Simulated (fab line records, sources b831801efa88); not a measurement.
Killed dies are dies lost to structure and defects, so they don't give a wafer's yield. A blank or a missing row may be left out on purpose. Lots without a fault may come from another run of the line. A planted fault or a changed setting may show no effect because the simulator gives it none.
fab line records | flow gf180mcu
record lots=5 wafers=15 last_day=33
route steps=602 shown POLY_GATE@162 HV_LDD@176
lots that met no fault: from a run of the same line without faults
start_h: hours from the record's first day to the start of the lot's first wafer shown | wait_h: hours since the lot's step before | " the same as in the row above | L1.1+2: a row that stands for several wafers | - no value, or no start given | * or withheld: withheld | < > ~ a bound
route shown NAME@n: a module of which the file shows steps, and the number in the route of the first | usual: mean/standard deviation of fault-free wafers | same: alike in all rows | chamber/n: place in a boat | sites: the reading at each site | _std_site: their standard deviation | _edge_site: outer sites' mean less inner sites' | radius_mm: how far each site lies from the wafer's centre | mask NAME#n: copy n | behind: the tool/chamber that last shaped the wafer | hold: why the lot was held/for how many hours/how that ended | device: the transistor (n, p or np) that didn't switch | end of line: the same wafers' tests at the end of the route | a step without rows: its recipe alone | killed: dies lost to structure and defects at the first sort, not the wafer's yield | map: a wafer's dies, x killed, . not, _ none there
set.NAME: the setting as run; set.NAME@STEP: as run at that earlier step | model.NAME: the simulator's own value behind a step, which no gauge read
lots at some steps of the route; a table a step, a row a wafer
services: from which hour (start_h, from the record's first day; less than 0 if before it) a tool's chamber was out of use, for how many hours, and why
## steps
# step GF_POLY_GATE_COAT_05
# recipe resist=KrF spin_rpm=withheld resist_thk_nm=700
# columns lot.wafer tool chamber start_h wait_h
L075.3+4+6 litho_track-04 0 - -
L077.1+4+6 litho_track-02 0 - -
L081.1+3+5 litho_track-01 0 - -
L084.2+5+6 litho_track-04 0 - -
L091.1+2+5 litho_track-02 0 - -
# step GF_POLY_GATE_SOFTBAKE_06
# recipe temp_c=130 time_s=60 resist=KrF
# columns lot.wafer tool chamber start_h wait_h
L075.3+4+6 litho_track-04 0 - -
L077.1+4+6 litho_track-02 0 - -
L081.1+3+5 litho_track-01 0 - -
L084.2+5+6 litho_track-04 0 - -
L091.1+2+5 litho_track-02 0 - -
# step GF_POLY_GATE_EXPOSE_07
# recipe mask_id=Poly2 target_cd_nm=280 na=0.68 source_shape=conventional sigma_outer=0.6 dose_mj=28
# same na=0.68 sigma_outer=0.6
# columns lot.wafer tool chamber start_h wait_h mask
L075.3+4+6 krf_scanner-01 0 - - Poly2#0
L077.1+4+6 krf_scanner-01 0 - - Poly2#0
L081.1+3+5 krf_scanner-01 0 - - Poly2#0
L084.2+5+6 krf_scanner-01 0 - - Poly2#0
L091.1+2+5 krf_scanner-02 0 - - Poly2#0
# step GF_POLY_GATE_PEB_08
# recipe peb_temp_c=135 peb_time_s=90 resist=KrF
# columns lot.wafer tool chamber start_h wait_h
L075.3+4+6 litho_track-04 0 - -
L077.1+4+6 litho_track-04 0 - -
L081.1+3+5 litho_track-01 0 - -
L084.2+5+6 litho_track-04 0 - -
L091.1+2+5 litho_track-01 0 - -
# step GF_POLY_GATE_DEVELOP_09
# recipe develop_time_s=60 resist=KrF dev_temp_c=21
# columns lot.wafer tool chamber start_h wait_h
L075.3+4+6 litho_track-04 0 200.41 0.1
L077.1+4+6 litho_track-04 0 220.16 0.2
L081.1+3+5 litho_track-01 0 248.18 0.2
L084.2+5+6 litho_track-04 0 268.68 0.2
L091.1+2+5 litho_track-01 0 325.18 0.2
# step GF_POLY_GATE_CD_MEAS_10
# recipe target_cd_nm=280
# usual cd_nm=279.9/1.1
# columns lot.wafer tool chamber start_h wait_h cd_nm
L075.3 cd_sem-01 - 200.55 0.1 278.4
L075.4 " - " " 278.1
L075.6 " - " " 278.9
L077.1 cd_sem-01 - 220.31 0.1 279.9
L077.4 " - " " 280.4
L077.6 " - " " 280.0
L081.1 cd_sem-01 - 248.33 0.1 280.1
L081.3 " - " " 280.4
L081.5 " - " " 280.4
L084.2 cd_sem-01 - 268.83 0.1 280.8
L084.5 " - " " 281.8
L084.6 " - " " 281.7
L091.1 cd_sem-02 - 325.33 0.1 280.7
L091.2 " - " " 281.7
L091.5 " - " " 281.3
# step GF_POLY_GATE_OVL_MEAS_11
# usual POLY_GATE_OVL=0/5.5
# columns lot.wafer tool chamber start_h wait_h POLY_GATE_OVL[nm]
L075.3 overlay-01 - 200.64 0.1 2
L075.4 " - " " 6
L075.6 " - " " 9
L077.1 overlay-01 - 220.43 0.1 5
L077.4 " - " " 2
L077.6 " - " " 9
L081.1 overlay-01 - 248.45 0.1 5
L081.3 " - " " 7
L081.5 " - " " 9
L084.2 overlay-01 - 268.93 0.1 5
L084.5 " - " " -6
L084.6 " - " " 7
L091.1 overlay-01 - 325.45 0.1 -3
L091.2 " - " " -7
L091.5 " - " " 1
# step GF_POLY_GATE_ETCH_12
# recipe chemistry=N2/H2 target_depth_a=withheld overetch_a=withheld time_s=withheld target=BARC ion_energy_ev=200 source_w=500 bias_w=100 pressure_mtorr=30 n2_flow_sccm=100 h2_flow_sccm=200
# usual chamber_pressure_mTorr=29.996/0.028 drypump_motor_current_A=5.7/0.41 oes_product_au=0.735/0.0044 throttle_valve_pct=13.214/0.0087
# columns lot.wafer tool chamber start_h wait_h chamber_pressure_mTorr drypump_motor_current_A oes_product_au throttle_valve_pct
L075.3 rie_diel-04 1 200.66 0.0 29.965 5.9 0.735 13.209
L075.4 " 2 " " 30.010 4.9 0.734 13.208
L075.6 " 3 " " 29.980 5.8 0.734 13.215
L077.1 rie_diel-04 1 220.46 0.0 30.006 5.8 0.741 13.216
L077.4 " 0 " " 29.965 5.9 0.734 13.212
L077.6 " 2 " " 30.007 4.9 0.732 13.215
L081.1 rie_diel-01 3 248.48 0.0 29.959 5.6 0.731 13.226
L081.3 " 2 " " 29.963 6.2 0.734 13.195
L081.5 " 2 " " 30.024 6.2 0.740 13.221
L084.2 rie_diel-04 1 268.96 0.0 30.008 5.9 0.731 13.213
L084.5 " 2 " " 29.939 4.9 0.733 13.209
L084.6 " 0 " " 30.045 5.9 0.732 13.218
L091.1 rie_diel-04 0 325.48 0.0 29.981 5.9 0.735 13.211
L091.2 " 3 " " 29.989 5.8 0.739 13.215
L091.5 " 2 " " 29.973 5.0 0.730 13.216
# step GF_POLY_GATE_ETCH_13
# recipe target=poly-Si target_depth_nm=198.5 stop_on=SiO2 over_etch_frac=0.403 chemistry=HBr/Cl2 icp_w=400 bias_w=100 pressure_mtorr=10 HBr_flow_sccm=150 Cl2_flow_sccm=50 time_s=69.6
# usual chamber_pressure_mTorr=10.001/0.0084 drypump_motor_current_A=5.8/0.36 he_backside_leak_sccm=2.74/0.24 oes_product_au=0.986/0.0085 throttle_valve_pct=33.684/0.0089
# columns lot.wafer tool chamber start_h wait_h chamber_pressure_mTorr drypump_motor_current_A he_backside_leak_sccm oes_product_au rf_hours_counter_h throttle_valve_pct
L075.3 rie_si-01 3 200.71 - 10.009 5.7 2.85 0.989 124 33.674
L075.4 " 2 " " 10.000 5.6 3.20 0.984 81 33.683
L075.6 " 1 " " 9.994 5.4 2.86 0.991 - 33.685
L077.1 rie_si-01 2 220.51 - 10.010 5.6 2.98 0.988 81 33.690
L077.4 " 1 " " 9.997 5.4 2.84 0.994 - 33.675
L077.6 " 2 " " 10.001 5.6 3.12 0.985 - 33.673
L081.1 rie_si-01 0 248.53 - 9.994 6.1 2.68 0.984 4 33.688
L081.3 " 1 " " 9.998 5.4 2.94 0.992 93 33.678
L081.5 " 2 " " 9.997 5.6 3.04 0.985 - 33.689
L084.2 rie_si-02 2 269.01 - 10.000 5.6 3.14 0.981 20 33.664
L084.5 " 1 " " 10.002 6.5 2.63 0.979 - 33.697
L084.6 " 3 " " 9.998 5.9 2.76 0.983 - 33.669
L091.1 rie_si-02 1 325.53 - 10.014 6.5 2.45 0.984 5 33.694
L091.2 " 0 " " 9.999 6.5 2.80 0.973 0 33.699
L091.5 " 2 " " 10.008 5.6 2.84 0.979 - 33.672
# step GF_POLY_GATE_STRIP_14
# recipe chemistry=O2/N2 power_w=1400 pressure_mtorr=1500 platen_temp_c=250 o2_flow_sccm=3000 n2_flow_sccm=300 overash_fraction=0.5
# usual chamber_pressure_mTorr=1499.9/1.4 drypump_motor_current_A=5.8/0.31 heater_power_w=339/21 oes_product_au=0.506/0.0049
# columns lot.wafer tool chamber start_h wait_h chamber_pressure_mTorr drypump_motor_current_A heater_power_w oes_product_au rf_hours_counter_h
L075.3 plasma_asher-03 0 200.80 0.1 1499.4 6.1 357 0.505 -
L075.4 " 1 " " 1501.7 5.3 331 0.503 -
L075.6 " 0 " " 1499.1 6.1 353 0.510 -
L077.1 plasma_asher-04 0 220.57 0.0 1498.4 6.2 331 0.507 54
L077.4 " 0 " " 1502.7 6.2 321 0.508 -
L077.6 " 0 " " 1498.9 6.2 320 0.511 -
L081.1 plasma_asher-01 0 248.59 0.0 1500.2 5.8 303 0.499 45
L081.3 " 1 " " 1499.3 5.8 346 0.509 -
L081.5 " 1 " " 1499.9 5.7 363 0.504 -
L084.2 plasma_asher-03 1 269.07 0.0 1500.9 5.3 340 0.511 65
L084.5 " 1 " " 1498.9 5.3 340 0.512 -
L084.6 " 0 " " 1498.3 6.1 351 0.510 -
L091.1 plasma_asher-03 1 325.59 0.0 1499.4 5.3 333 0.514 71
L091.2 " 0 " " 1500.7 6.1 356 0.513 71
L091.5 " 0 " " 1500.4 6.1 358 0.504 -
# step GF_POLY_GATE_CLEAN_15
# recipe chemistry=SC1/SC2 mix=1:4:20 temp_c=70 time_s=150 dry=n2_spin
# columns lot.wafer tool chamber start_h wait_h
L075.3+4+6 wet_bench-04 3 200.87 0.0
L077.1+4+6 wet_bench-01 1 220.67 0.1
L081.1+3+5 wet_bench-04 3 248.69 0.1
L084.2+5+6 wet_bench-01 3 269.17 0.1
L091.1+2+5 wet_bench-01 1 325.69 0.1
# step GF_POLY_GATE_OXIDATION_16
# recipe temp_c=850 ambient=O2 stabilise_s=600 purge_s=300 target_thk_a=40 ox_time_s=899
# usual spike_tc_centre_C=850.3/1.4
# columns lot.wafer tool chamber start_h wait_h spike_tc_centre_C
L075.3 furnace-01 0 200.92 0.0 847.8
L075.4 " 0 " " 850.2
L075.6 " 0 " " 849.0
L077.1 furnace-01 0 221.57 0.9 848.4
L077.4 " 0 " " 851.2
L077.6 " 0 " " 849.9
L081.1 furnace-02 0 248.74 0.0 852.4
L081.3 " 0 " " 851.2
L081.5 " 0 " " 851.0
L084.2 furnace-02 0 272.74 3.5 848.8
L084.5 " 0 " " 849.3
L084.6 " 0 " " 851.1
L091.1 furnace-02 0 326.51 0.8 852.5
L091.2 " 0 " " 847.4
L091.5 " 0 " " 849.3
# step GF_POLY_GATE_THK_MEAS_17
# recipe reads=SiO2_of_POLY_GATE_OXIDATION_16
# usual POLY_GATE_OXIDATION_THK=4.02/0.093
# columns lot.wafer tool chamber start_h wait_h POLY_GATE_OXIDATION_THK[nm]
L075.3 film_metro-03 - 202.19 0.0 4.10
L075.4 " - " " 4.09
L075.6 " - " " 4.05
L077.1 film_metro-01 - 222.82 0.0 3.99
L077.4 " - " " 4.04
L077.6 " - " " 4.03
L081.1 film_metro-03 - 249.99 0.0 4.14
L081.3 " - " " 4.07
L081.5 " - " " 4.10
L084.2 film_metro-01 - 274.00 0.0 4.09
L084.5 " - " " 4.06
L084.6 " - " " 3.97
L091.1 film_metro-03 - 327.76 0.0 3.96
L091.2 " - " " 3.99
L091.5 " - " " 3.91
# step GF_POLY_GATE_CD_MEAS_18
# usual cd_nm=280.3/1.6
# columns lot.wafer tool chamber start_h wait_h cd_nm
L075.3 cd_sem-01 - 202.29 0.1 278.9
L075.4 " - " " 279.4
L075.6 " - " " 276.8
L077.1 cd_sem-02 - 222.88 0.1 279.4
L077.4 " - " " 279.4
L077.6 " - " " 281.5
L081.1 cd_sem-02 - 250.05 0.1 282.0
L081.3 " - " " 280.7
L081.5 " - " " 283.5
L084.2 cd_sem-01 - 274.07 0.1 279.5
L084.5 " - " " 280.7
L084.6 " - " " 282.3
L091.1 cd_sem-01 - 327.82 0.1 279.8
L091.2 " - " " 281.5
L091.5 " - " " 281.2
# step GF_HV_LDD_DEHYDRATE_00
# recipe temp_c=200 time_s=60
# columns lot.wafer tool chamber start_h wait_h
L075.3+4+6 litho_track-04 0 210.31 8.0
L077.1+4+6 litho_track-04 0 231.56 8.6
L081.1+3+5 litho_track-01 0 258.98 8.9
L084.2+5+6 litho_track-01 0 282.80 8.7
L091.1+2+5 litho_track-01 0 338.13 10.3
# step GF_HV_LDD_HMDS_01
# recipe prime_time_s=60 prime_temp_c=120
# columns lot.wafer tool chamber start_h wait_h
L075.3+4+6 litho_track-04 0 210.46 0.1
L077.1+4+6 litho_track-04 0 231.71 0.1
L081.1+3+5 litho_track-01 0 259.13 0.1
L084.2+5+6 litho_track-01 0 282.95 0.1
L091.1+2+5 litho_track-01 0 338.28 0.1
# step GF_HV_LDD_COAT_02
# recipe resist=NOVOLAK spin_rpm=3000 resist_thk_nm=1000
# columns lot.wafer tool chamber start_h wait_h
L075.3+4+6 litho_track-04 0 210.61 0.1
L077.1+4+6 litho_track-04 0 231.86 0.1
L081.1+3+5 litho_track-01 0 259.28 0.1
L084.2+5+6 litho_track-01 0 283.10 0.1
L091.1+2+5 litho_track-01 0 338.43 0.1
# step GF_HV_LDD_SOFTBAKE_03
# recipe temp_c=90 time_s=60 resist=NOVOLAK
# columns lot.wafer tool chamber start_h wait_h
L075.3+4+6 litho_track-04 0 210.76 0.1
L077.1+4+6 litho_track-04 0 232.01 0.1
L081.1+3+5 litho_track-01 0 259.43 0.1
L084.2+5+6 litho_track-01 0 283.25 0.1
L091.1+2+5 litho_track-01 0 338.58 0.1
# step GF_HV_LDD_EXPOSE_04
# recipe mask_id=Nplus_LV_AREA target_cd_nm=400 na=0.6 source_shape=conventional sigma_outer=0.6 dose_mj=140
# same na=0.6 sigma_outer=0.6
# columns lot.wafer tool chamber start_h wait_h mask
L075.3+4+6 iline_stepper-02 0 - - Nplus_LV_AREA#0
L077.1+4+6 iline_stepper-02 0 - - Nplus_LV_AREA#0
L081.1+3+5 iline_stepper-01 0 - - Nplus_LV_AREA#0
L084.2+5+6 iline_stepper-02 0 - - Nplus_LV_AREA#0
L091.1+2+5 iline_stepper-01 0 - - Nplus_LV_AREA#0
# step GF_HV_LDD_PEB_05
# recipe temp_c=withheld time_s=* resist=NOVOLAK
# columns lot.wafer tool chamber start_h wait_h
L075.3+4+6 litho_track-01 0 - -
L077.1+4+6 litho_track-03 0 - -
L081.1+3+5 litho_track-01 0 - -
L084.2+5+6 litho_track-04 0 - -
L091.1+2+5 litho_track-04 0 - -
# step GF_HV_LDD_DEVELOP_06
# recipe develop_time_s=60 dev_temp_c=23
# columns lot.wafer tool chamber start_h wait_h
L075.3+4+6 litho_track-01 0 219.58 0.1
L077.1+4+6 litho_track-03 0 240.55 0.1
L081.1+3+5 litho_track-01 0 269.13 0.1
L084.2+5+6 litho_track-04 0 292.88 0.1
L091.1+2+5 litho_track-04 0 349.55 0.1
# step GF_HV_LDD_CD_MEAS_07
# recipe target_cd_nm=400
# usual cd_nm=399.7/1.8
# columns lot.wafer tool chamber start_h wait_h cd_nm
L075.3 cd_sem-02 - 219.72 0.1 399.6
L075.4 " - " " 398.0
L075.6 " - " " 398.0
L077.1 cd_sem-02 - 240.70 0.1 400.5
L077.4 " - " " 399.5
L077.6 " - " " 400.0
L081.1 cd_sem-02 - 269.28 0.1 393.8
L081.3 " - " " 396.8
L081.5 " - " " 398.3
L084.2 cd_sem-01 - 293.03 0.1 401.3
L084.5 " - " " 404.9
L084.6 " - " " 401.4
L091.1 cd_sem-02 - 349.70 0.1 399.0
L091.2 " - " " 399.8
L091.5 " - " " 398.4
# step GF_HV_LDD_OVL_MEAS_08
# usual HV_LDD_OVL=1.0/1.3
# columns lot.wafer tool chamber start_h wait_h HV_LDD_OVL[nm]
L075.3 overlay-02 - 219.81 0.1 -0.4
L075.4 " - " " 0.3
L075.6 " - " " -1.6
L077.1 overlay-02 - 240.82 0.1 0.3
L077.4 " - " " 0.6
L077.6 " - " " -1.0
L081.1 overlay-01 - 269.40 0.1 0.8
L081.3 " - " " 0.2
L081.5 " - " " 0.9
L084.2 overlay-01 - 293.13 0.1 2.3
L084.5 " - " " 2.6
L084.6 " - " " 1.2
L091.1 overlay-01 - 349.82 0.1 2.0
L091.2 " - " " 1.6
L091.5 " - " " -0.1
# step GF_HV_LDD_IMPLANT_09
# recipe species=As energy_kev=40 dose_cm2=1e+14 tilt_deg=7
# usual beam_energy_keV=40.001/0.012 dose_ions_cm2=1e+14/1.1e+11 faraday_current_uA=565/11 tilt_deg=6.997/0.021
# columns lot.wafer tool chamber start_h wait_h beam_energy_keV dose_ions_cm2 faraday_current_uA tilt_deg
L075.3 implanter-02 0 219.88 0.1 40.011 9.994e+13 558 6.998
L075.4 " 0 " " 40.008 9.999e+13 570 7.032
L075.6 " 0 " " 40.017 9.993e+13 583 6.979
L077.1 implanter-01 0 240.86 0.0 40.010 1.0002e+14 583 6.991
L077.4 " 0 " " 40.007 9.983e+13 564 6.978
L077.6 " 0 " " 40.002 9.997e+13 548 6.979
L081.1 implanter-03 0 269.43 0.0 40.008 9.983e+13 557 7.016
L081.3 " 0 " " 40.016 9.983e+13 554 7.025
L081.5 " 0 " " 40.021 9.993e+13 571 7.026
L084.2 implanter-03 0 293.19 0.0 39.990 9.995e+13 558 6.992
L084.5 " 0 " " 40.005 1.0005e+14 564 6.993
L084.6 " 0 " " 40.002 1.0004e+14 573 6.993
L091.1 implanter-02 0 349.86 0.0 40.006 1.0007e+14 569 7.005
L091.2 " 0 " " 40.003 1.0001e+14 554 7.033
L091.5 " 0 " " 39.995 1.0016e+14 573 6.986
# step GF_HV_LDD_STRIP_10
# recipe chemistry=O2/N2 power_w=1400 pressure_mtorr=1500 platen_temp_c=250 o2_flow_sccm=3000 n2_flow_sccm=300 overash_fraction=0.5
# usual chamber_pressure_mTorr=1500.1/1.4 drypump_motor_current_A=5.8/0.45 heater_power_w=327/21 oes_product_au=0.715/0.0043 strip_time_to_endpoint_s=12.64/0.034
# columns lot.wafer tool chamber start_h wait_h chamber_pressure_mTorr drypump_motor_current_A heater_power_w oes_product_au rf_hours_counter_h strip_time_to_endpoint_s
L075.3 plasma_asher-03 0 220.02 0.1 1496.4 6.1 353 0.714 - 12.66
L075.4 " 1 " " 1500.6 5.3 334 0.718 - 12.65
L075.6 " 0 " " 1500.1 6.1 351 0.718 - 12.68
L077.1 plasma_asher-04 0 241.01 0.1 1501.4 6.2 332 0.721 57 12.67
L077.4 " 1 " " 1499.0 6.2 330 0.716 - 12.67
L077.6 " 0 " " 1499.1 6.2 319 0.716 - 12.66
L081.1 plasma_asher-03 1 269.58 0.1 1502.5 5.3 342 0.712 65 12.64
L081.3 " 0 " " 1500.1 6.1 362 0.716 - 12.65
L081.5 " 0 " " 1499.4 6.1 356 0.720 - 12.64
L084.2 plasma_asher-04 1 293.31 0.1 1500.4 6.2 329 0.713 62 12.68
L084.5 " 0 " " 1499.6 6.3 325 0.710 - 12.67
L084.6 " 1 " " 1500.5 6.2 325 0.721 - 12.69
L091.1 plasma_asher-02 0 350.01 0.1 1499.8 5.4 285 0.714 24 12.62
L091.2 " 1 " " 1500.7 5.2 325 0.718 24 12.66
L091.5 " 0 " " 1503.3 5.4 283 0.724 - 12.60
# step GF_HV_LDD_TW_MEAS_11
# usual HV_LDD_TW=2413/25
# columns lot.wafer tool chamber start_h wait_h HV_LDD_TW
L075.3 film_metro-01 - 220.10 0.1 2426
L075.4 " - " " 2440
L075.6 " - " " 2446
L077.1 film_metro-02 - 241.11 0.1 2422
L077.4 " - " " 2398
L077.6 " - " " 2411
L081.1 film_metro-01 - 269.68 0.1 2426
L081.3 " - " " 2438
L081.5 " - " " 2436
L084.2 film_metro-04 - 293.42 0.1 2366
L084.5 " - " " 2377
L084.6 " - " " 2365
L091.1 film_metro-01 - 350.11 0.1 2431
L091.2 " - " " 2435
L091.5 " - " " 2425
# step GF_HV_LDD_DEHYDRATE_12
# recipe temp_c=200 time_s=60
# columns lot.wafer tool chamber start_h wait_h
L075.3+4+6 litho_track-04 0 228.41 8.3
L077.1+4+6 litho_track-03 0 249.75 8.6
L081.1+3+5 litho_track-01 0 278.63 8.9
L084.2+5+6 litho_track-03 0 302.73 9.3
L091.1+2+5 litho_track-04 0 360.70 10.6
# step GF_HV_LDD_HMDS_13
# recipe prime_time_s=60 prime_temp_c=120
# columns lot.wafer tool chamber start_h wait_h
L075.3+4+6 litho_track-04 0 228.56 0.1
L077.1+4+6 litho_track-03 0 249.90 0.1
L081.1+3+5 litho_track-01 0 278.78 0.1
L084.2+5+6 litho_track-03 0 302.88 0.1
L091.1+2+5 litho_track-04 0 360.85 0.1
# step GF_HV_LDD_COAT_14
# recipe resist=NOVOLAK spin_rpm=3000 resist_thk_nm=1000
# columns lot.wafer tool chamber start_h wait_h
L075.3+4+6 litho_track-04 0 228.71 0.1
L077.1+4+6 litho_track-03 0 250.05 0.1
L081.1+3+5 litho_track-01 0 278.93 0.1
L084.2+5+6 litho_track-03 0 303.03 0.1
L091.1+2+5 litho_track-04 0 361.00 0.1
# step GF_HV_LDD_SOFTBAKE_15
# recipe temp_c=90 time_s=60 resist=NOVOLAK
# columns lot.wafer tool chamber start_h wait_h
L075.3+4+6 litho_track-04 0 228.86 0.1
L077.1+4+6 litho_track-03 0 250.20 0.1
L081.1+3+5 litho_track-01 0 279.08 0.1
L084.2+5+6 litho_track-03 0 303.18 0.1
L091.1+2+5 litho_track-04 0 361.15 0.1
# step GF_HV_LDD_EXPOSE_16
# recipe mask_id=Pplus_LV_AREA target_cd_nm=400 na=0.6 source_shape=conventional sigma_outer=0.6 dose_mj=140
# same na=0.6 sigma_outer=0.6
# columns lot.wafer tool chamber start_h wait_h mask
L075.3+4+6 iline_stepper-02 0 - - Pplus_LV_AREA#0
L077.1+4+6 iline_stepper-02 0 - - Pplus_LV_AREA#0
L081.1+3+5 iline_stepper-02 0 - - Pplus_LV_AREA#0
L084.2+5+6 iline_stepper-01 0 - - Pplus_LV_AREA#0
L091.1+2+5 iline_stepper-02 0 - - Pplus_LV_AREA#0
## services
# columns tool chamber start_h hours kind
furnace-02 - 168.24 3.8 pm
furnace-02 - 187.96 3.7 pm
iline_stepper-02 - 196.37 1.7 pm
rie_si-01 3 205.67 3.3 repair
iline_stepper-01 - 206.76 1.0 repair
plasma_asher-03 - 212.05 1.4 repair
iline_stepper-01 - 231.01 1.7 pm
krf_scanner-01 - 233.70 5.5 pm
iline_stepper-02 - 252.40 2.7 repair
furnace-02 - 256.04 13.7 repair
krf_scanner-01 - 261.03 1.3 pm
plasma_asher-04 - 267.37 4.0 repair
wet_bench-01 - 274.25 1.2 repair
furnace-02 - 275.38 8.5 pm
plasma_asher-03 - 279.84 2.5 repair
rie_si-01 1 292.78 14.8 repair
krf_scanner-01 - 312.36 0.8 pm
plasma_asher-04 - 317.19 2.1 repair
krf_scanner-01 - 324.35 0.8 repair
plasma_asher-04 - 326.28 0.4 repair
krf_scanner-01 - 333.37 1.0 pm
krf_scanner-01 - 339.09 4.0 pm
rie_diel-04 3 352.07 2.7 repair
furnace-02 - 355.04 4.6 pm
## key
fault none
